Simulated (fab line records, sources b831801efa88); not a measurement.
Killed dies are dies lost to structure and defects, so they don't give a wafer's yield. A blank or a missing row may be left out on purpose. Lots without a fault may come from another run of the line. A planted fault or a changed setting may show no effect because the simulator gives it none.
A struck lot beside a sound one | flow sky130 | 31 steps out of a route of 708
Sound: wafers L132.1, L132.2, L132.4. Struck: wafers L135.1, L135.3, L135.6. The cause comes at the end.
At each step with rows: each side's tool, then ch and its chambers, then its first start. Under that, the readings that differ: sound wafers | struck wafers | difference of the means | sigmas: that difference in standard deviations of wafers without a fault.
alike: readings whose means differ by less than 2 such deviations, and words and numbers that are the same on both sides. not compared: withheld readings, readings that some wafer has no value for, bounds like >300 that may hide the same value, and numbers for which the record gives no deviation and whose values overlap.
The two part at a step that has a row with sigmas, a row that says differs or no value, or rows on one side only. Numbers that don't overlap but have no deviation are shown without sigmas and don't part them. A reading that every wafer of one side lacks parts them only if that side has two wafers or more.

first, 1 step without rows for these wafers: SKY_NWELL_IMPLANT_13.
SKY_NWELL_STRIP_14: strips in O2/N2.
  sound on plasma_asher-04 ch 0,1, day 4 22:48; struck on plasma_asher-04 ch 0,1, day 5 10:55
  alike: chamber_pressure_mTorr, drypump_motor_current_A, oes_product_au, strip_time_to_endpoint_s
  not compared: rf_hours_counter_h
SKY_NWELL_TW_MEAS_15:
  sound on film_metro-01, day 4 22:54; struck on film_metro-03, day 5 11:01
  alike: NWELL_TW
then, 7 steps without rows for these wafers: SKY_NWELL_DEHYDRATE_16 (time 60 s); SKY_NWELL_HMDS_17 (prime time 60 s); SKY_NWELL_COAT_18 (resist thk 3000 nm); SKY_NWELL_SOFTBAKE_19; SKY_NWELL_EXPOSE_20 (exposes mask NWM COMPLEMENT, target cd 840 nm); SKY_NWELL_PEB_21; SKY_NWELL_DEVELOP_22 (develop time 60 s).
SKY_NWELL_OVL_MEAS_23:
  sound on overlay-02, day 5 16:53; struck on overlay-02, day 6 05:58
  alike: NWELL_01_OVL
then, 1 step without rows for these wafers: SKY_NWELL_IMPLANT_24.
SKY_NWELL_STRIP_25: strips in O2/N2.
  sound on plasma_asher-02 ch 0,1, day 5 17:04; struck on plasma_asher-01 ch 0, day 6 06:09
  no value came back on the struck wafers for chamber_pressure_mTorr (mTorr), drypump_motor_current_A (A), oes_product_au (a.u.), strip_time_to_endpoint_s (s); on the sound wafers chamber_pressure_mTorr (mTorr) reads 1499.3 1500.5 1499.4
  reading                                 | sound | struck         | difference | sigmas
  model.coat_of_NWELL_COAT_18.thk_nm (nm) | 0 0 0 | 3001 2994 2985 | +2993      |
  not compared: rf_hours_counter_h
SKY_NWELL_TW_MEAS_26:
  sound on film_metro-01, day 5 17:10; struck on film_metro-03, day 6 06:15
  alike: NWELL_2_TW
then, 1 step without rows for these wafers: SKY_NWELL_CLEAN_27 (cleans in SC1/SC2, time 150 s).
SKY_NWELL_RTA_28: time 30 s.
  sound on rtp_anneal-01 ch 0, day 5 17:17; struck on rtp_anneal-02 ch 0, day 6 06:22
  alike: lamp_power_pct, wafer_temp_C_max
SKY_NWELL_RS_MEAS_29: measures by four-point-probe.
  sound on film_metro-04, day 5 17:23; struck on film_metro-04, day 6 06:28
  alike: NWELL_RS
SKY_NWELL_RS_MEAS_31: measures by four-point-probe.
  sound on film_metro-04, day 5 17:37; struck on film_metro-04, day 6 06:42
  alike: PWDE_RS
then, 7 steps without rows for these wafers: SKY_VT_ADJUST_HVTP_DEHYDRATE_00 (time 60 s); SKY_VT_ADJUST_HVTP_HMDS_01 (prime time 58.52 s); SKY_VT_ADJUST_HVTP_COAT_02 (resist thk 1140 nm); SKY_VT_ADJUST_HVTP_SOFTBAKE_03 (time 60 s); SKY_VT_ADJUST_HVTP_EXPOSE_04 (exposes mask HVTPM, target cd 380 nm); SKY_VT_ADJUST_HVTP_PEB_05; SKY_VT_ADJUST_HVTP_DEVELOP_06 (develop time 60 s).
SKY_VT_ADJUST_HVTP_CD_MEAS_07: target cd 380 nm.
  sound on cd_sem-02, day 6 12:32; struck on cd_sem-01, day 7 01:26
  alike: cd_nm
SKY_VT_ADJUST_HVTP_OVL_MEAS_08:
  sound on overlay-02, day 6 12:40; struck on overlay-01, day 7 01:34
  alike: VT_ADJUST_HVTP_OVL
then, 1 step without rows for these wafers: SKY_VT_ADJUST_HVTP_IMPLANT_09.
SKY_VT_ADJUST_HVTP_STRIP_10: strips in O2/N2.
  sound on plasma_asher-03 ch 0,1, day 6 12:50; struck on plasma_asher-01 ch 0,1, day 7 01:44
  reading                      | sound             | struck            | difference | sigmas
  oes_product_au (a.u.)        | 0.710 0.719 0.716 | 0.735 0.723 0.727 | +0.013     | +3
  strip_time_to_endpoint_s (s) | 14.19 14.16 14.15 | 58.85 58.70 58.55 | +44.53     | +99 or more
  alike: chamber_pressure_mTorr, drypump_motor_current_A
  not compared: rf_hours_counter_h
SKY_VT_ADJUST_HVTP_TW_MEAS_11:
  sound on film_metro-04, day 6 12:56; struck on film_metro-01, day 7 01:50
  reading           | sound          | struck   | difference | sigmas
  VT_ADJUST_HVTP_TW | 1350 1344 1353 | 30 30 30 | -1319      | -99 or more
then, 1 step without rows for these wafers: SKY_VT_ADJUST_LVTN_DEHYDRATE_00 (time 60 s).

WHERE THEY PART
First at SKY_NWELL_STRIP_25; last, within this record, at SKY_VT_ADJUST_HVTP_TW_MEAS_11.

WHY: what the simulator had put in
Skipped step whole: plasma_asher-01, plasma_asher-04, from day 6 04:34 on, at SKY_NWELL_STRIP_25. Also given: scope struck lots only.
